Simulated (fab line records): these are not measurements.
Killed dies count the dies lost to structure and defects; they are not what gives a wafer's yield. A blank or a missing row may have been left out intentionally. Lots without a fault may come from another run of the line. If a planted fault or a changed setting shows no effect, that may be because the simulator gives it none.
The tool behind it: which one? + flow gf180mcu + Sampling: 13 lots, 39 wafers, 5 of 602 route steps

## WHAT EACH GAUGE READ, for each wafer
GF_VT_IMPLANT_TW_MEAS_32.
| lot  | measured     | on            | VT_IMPLANT_3_TW   |
|------|--------------|---------------|-------------------|
| L744 | day 7 00:32  | film_metro-02 | 269.5 268.4 267.9 |
| L745 | day 7 19:20  | film_metro-02 | 270.9 269.7 269.5 |
| L748 | day 8 01:38  | film_metro-02 | 269.3 271.6 271.2 |
| L749 | day 8 12:22  | film_metro-04 | 266.3 265.6 265.2 |
| L751 | day 8 22:17  | film_metro-03 | 270.4 270.1 269.7 |
| L753 | day 9 07:44  | film_metro-02 | 270.8 271.7 269.9 |
| L754 | day 9 09:42  | film_metro-02 | 271.1 268.4 270.7 |
| L755 | day 9 16:44  | film_metro-04 | 266.2 264.7 265.4 |
| L756 | day 10 01:14 | film_metro-02 | 271.4 271.5 272.7 |
| L757 | day 10 06:16 | film_metro-02 | 271.8 270.7 271.9 |
| L759 | day 10 20:19 | film_metro-04 | 266.5 267.0 265.8 |
| L761 | day 11 08:13 | film_metro-04 | 267.0 266.9 265.4 |
| L765 | day 12 13:40 | film_metro-02 | 269.7 271.0 271.1 |

GF_DUAL_GATE_THK_MEAS_03.
| lot  | measured     | on            | DUAL_GATE_OXIDATION_00_THK (nm) |
|------|--------------|---------------|---------------------------------|
| L744 | day 7 18:58  | film_metro-04 | 10.92 10.99 11.02               |
| L745 | day 8 14:08  | film_metro-02 | 10.67 10.71 10.89               |
| L748 | day 8 21:55  | film_metro-01 | 10.83 10.83 10.86               |
| L749 | day 9 07:28  | film_metro-01 | 10.76 10.50 10.85               |
| L751 | day 9 19:26  | film_metro-01 | 10.85 10.90 10.89               |
| L753 | day 10 03:29 | film_metro-04 | 10.61 10.63 10.64               |
| L754 | day 10 05:59 | film_metro-01 | 10.68 10.50 10.70               |
| L755 | day 10 12:31 | film_metro-01 | 10.59 10.58 10.74               |
| L756 | day 10 20:50 | film_metro-04 | 11.23 11.04 11.21               |
| L757 | day 11 04:05 | film_metro-02 | 10.71 10.76 10.67               |
| L759 | day 11 17:58 | film_metro-02 | 10.89 11.18 10.86               |
| L761 | day 12 04:45 | film_metro-02 | 10.98 10.97 11.15               |
| L765 | day 13 13:08 | film_metro-02 | 10.65 10.83 10.80               |

GF_HV_LDD_OVL_MEAS_08.
| lot  | measured     | on         | HV_LDD_OVL (nm)   |
|------|--------------|------------|-------------------|
| L744 | day 10 02:02 | overlay-02 | 0.1 0.7 -0.2      |
| L745 | day 10 22:37 | overlay-02 | 0.9 -0.6 1.4      |
| L748 | day 11 12:23 | overlay-01 | 2.5 0.2 0.7       |
| L749 | day 11 18:28 | overlay-02 | 1.3 2.4 0.2       |
| L751 | day 12 07:25 | overlay-01 | -0.2 0.1 0.5      |
| L753 | day 12 14:53 | overlay-01 | 1.0 2.5 -0.1      |
| L754 | day 12 18:02 | overlay-01 | 227.9 226.7 226.0 |
| L755 | day 13 01:37 | overlay-02 | 224.4 224.8 225.9 |
| L756 | day 13 12:19 | overlay-01 | 0.4 2.1 1.8       |
| L757 | day 13 20:10 | overlay-01 | -1.7 -0.2 -0.2    |
| L759 | day 14 10:29 | overlay-02 | 1.1 -0.7 0.4      |
| L761 | day 14 23:31 | overlay-01 | 1.6 2.0 0.3       |
| L765 | day 16 16:01 | overlay-02 | -2.4 -3.4 -0.1    |

GF_HV_LDD_CD_MEAS_19: target cd 400 nm.
| lot  | measured     | on        | cd_nm (nm)        |
|------|--------------|-----------|-------------------|
| L744 | day 10 20:02 | cd_sem-01 | 402.5 402.8 403.3 |
| L745 | day 11 17:00 | cd_sem-01 | 400.1 398.4 398.9 |
| L748 | day 12 07:19 | cd_sem-01 | 399.0 396.3 400.9 |
| L749 | day 12 13:12 | cd_sem-01 | 400.4 403.6 404.5 |
| L751 | day 13 03:56 | cd_sem-02 | 401.5 402.3 401.0 |
| L753 | day 13 10:43 | cd_sem-02 | 401.6 403.9 401.6 |
| L754 | day 13 14:46 | cd_sem-02 | 400.8 399.7 399.4 |
| L755 | day 13 21:25 | cd_sem-02 | 399.0 395.1 396.9 |
| L756 | day 14 08:28 | cd_sem-01 | 402.0 402.1 402.3 |
| L757 | day 14 16:33 | cd_sem-02 | 397.6 396.3 396.4 |
| L759 | day 15 06:55 | cd_sem-02 | 397.5 397.0 397.0 |
| L761 | day 15 20:50 | cd_sem-02 | 395.4 395.9 394.1 |
| L765 | day 17 15:02 | cd_sem-01 | 400.4 400.7 399.8 |

## WHICH TOOL RAN EACH LOT (tool, then ch and the chambers of the sampled wafers, then the start)
| lot  | GF_HV_LDD_EXPOSE_04                 |
|------|-------------------------------------|
| L744 | iline_stepper-02 ch 0, day 9 17:25  |
| L745 | iline_stepper-02 ch 0, day 10 13:33 |
| L748 | iline_stepper-02 ch 0, day 11 02:56 |
| L749 | iline_stepper-02 ch 0, day 11 08:58 |
| L751 | iline_stepper-02 ch 0, day 11 22:07 |
| L753 | iline_stepper-02 ch 0, day 12 05:25 |
| L754 | iline_stepper-02 ch 0, day 12 08:17 |
| L755 | iline_stepper-02 ch 0, day 12 16:03 |
| L756 | iline_stepper-01 ch 0, day 13 02:35 |
| L757 | iline_stepper-01 ch 0, day 13 10:25 |
| L759 | iline_stepper-01 ch 0, day 14 00:48 |
| L761 | iline_stepper-01 ch 0, day 14 13:02 |
| L765 | iline_stepper-01 ch 0, day 16 04:23 |
- GF_HV_LDD_EXPOSE_04: exposes mask Nplus LV AREA, target cd 400 nm.

## AS READ BY THE TOOLS THEMSELVES (means over the sampled wafers that have a number; for cases with no such wafer, the mark the record gives instead)
The record holds no such reading with a usual standard deviation.

## THE ANSWER, worked out from the rows above alone
Rule: what is usual is taken from the lots themselves. Put in order of their means at a reading, lots are off if they are a third of the lots or fewer, leave a main group of 4 or more, and stand apart from it by a gap of 3 or more times the standard deviation of the main group's means; of several such gaps the widest counts. A main group is skipped when, at the precision printed for the reading in the tables above, its means are all equal. A lot without any number at a reading at which 4 lots or more have one is off too. Any other lot the step has rows for is counted as sound. After the gauges, taken in route order, come the tools' own readings; for these a lot's mean is taken, as printed above. At the first step where some lot is off, the reading lying furthest off is the one used; lots without a number count as furthest.
Off: L754, L755, seen at GF_HV_LDD_OVL_MEAS_08 (HV_LDD_OVL). For the main group the mean is 0.4 nm and the standard deviation 0.99.
If a tool, at a process step before that reading, ran all the lots that are off and no sound lot after the first of them, it fits. Gauges at GF_HV_LDD_OVL_MEAS_08: tried the same way as those tools. One fits: iline_stepper-02 at GF_HV_LDD_EXPOSE_04. Its last sound lot is L753 (day 12 05:25), its first lot that is off L754 (day 12 08:17): a fault that began between those two fits.

## WHAT THE SIMULATOR PUT IN
Scanner matching overlay: iline_stepper-02, from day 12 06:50 on, at GF_HV_LDD_EXPOSE_04. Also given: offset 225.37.
Struck lots among those shown: L754, L755. Same finding as the rule above.
